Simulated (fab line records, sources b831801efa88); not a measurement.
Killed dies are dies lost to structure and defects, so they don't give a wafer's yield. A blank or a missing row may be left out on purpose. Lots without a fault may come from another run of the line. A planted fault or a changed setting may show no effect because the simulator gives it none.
One fault seen from 2 desks | flow gf180mcu | each desk has only its own numbers; what lay behind them comes last

THE METROLOGY DESK
What the gauges read, lot by lot, whatever tool the lot ran on: means of the sampled wafers that have a number. A lot is out of limits, marked OUT, if its mean lies more than 4 standard deviations from the usual mean; the brackets give that distance.
Columns: A = V5_W_RS at GF_V5_RS_MEAS_24, usual 0.327 ohm/sq
lot  | first seen here | A
L894 | day 27 08:23    | 0.323
L895 | day 27 15:14    | 0.332
L898 | day 28 23:05    | 0.333
L899 | day 29 03:47    | 0.328
L900 | day 29 04:47    | 0.329
L902 | day 29 21:38    | 0.326
L903 | day 30 05:29    | 0.325
L904 | day 30 13:17    | 0.317
L905 | day 30 22:13    | 0.321
L912 | day 32 18:38    | 0.327
L913 | day 33 10:05    | 0.331
L914 | day 33 10:35    | 0.325
This desk's finding: nothing out of limits on any of the 12 lots.

THE TOOL OWNER'S DESK: plasma_asher-01
The tool's own readings at GF_M4_STRIP_17 (strips in O2/N2): means of the sampled wafers that have a number, for each lot that ran on this tool. A lot is out of limits, marked OUT, if its mean lies more than 4 standard deviations from the usual mean; the brackets give that distance.
Columns: A = drypump_motor_current_A at GF_M4_STRIP_17, usual 5.5 A; B = heater_power_w at GF_M4_STRIP_17, usual 321 W; C = oes_product_au at GF_M4_STRIP_17, usual 0.557 a.u.; D = strip_time_to_endpoint_s at GF_M4_STRIP_17, usual 7.86 s
lot  | first seen here | A   | B   | C     | D
L894 | day 23 12:47    | 5.0 | 317 | 0.549 | 7.77
L902 | day 26 10:03    | 5.0 | 316 | 0.557 | 7.83
L903 | day 26 17:18    | 5.2 | 306 | 0.559 | 7.87
L904 | day 27 03:14    | 5.2 | 302 | 0.554 | 7.84
L912 | day 29 14:23    | 5.2 | 301 | 0.559 | 7.91
L914 | day 30 02:36    | 5.1 | 308 | 0.560 | 7.80
This desk's finding: nothing out of limits on any of the 6 lots.

PUT TOGETHER
The metrology desk saw nothing out of limits.
The tool owner's desk saw nothing out of limits.

WHAT THE SIMULATOR HAD PUT IN
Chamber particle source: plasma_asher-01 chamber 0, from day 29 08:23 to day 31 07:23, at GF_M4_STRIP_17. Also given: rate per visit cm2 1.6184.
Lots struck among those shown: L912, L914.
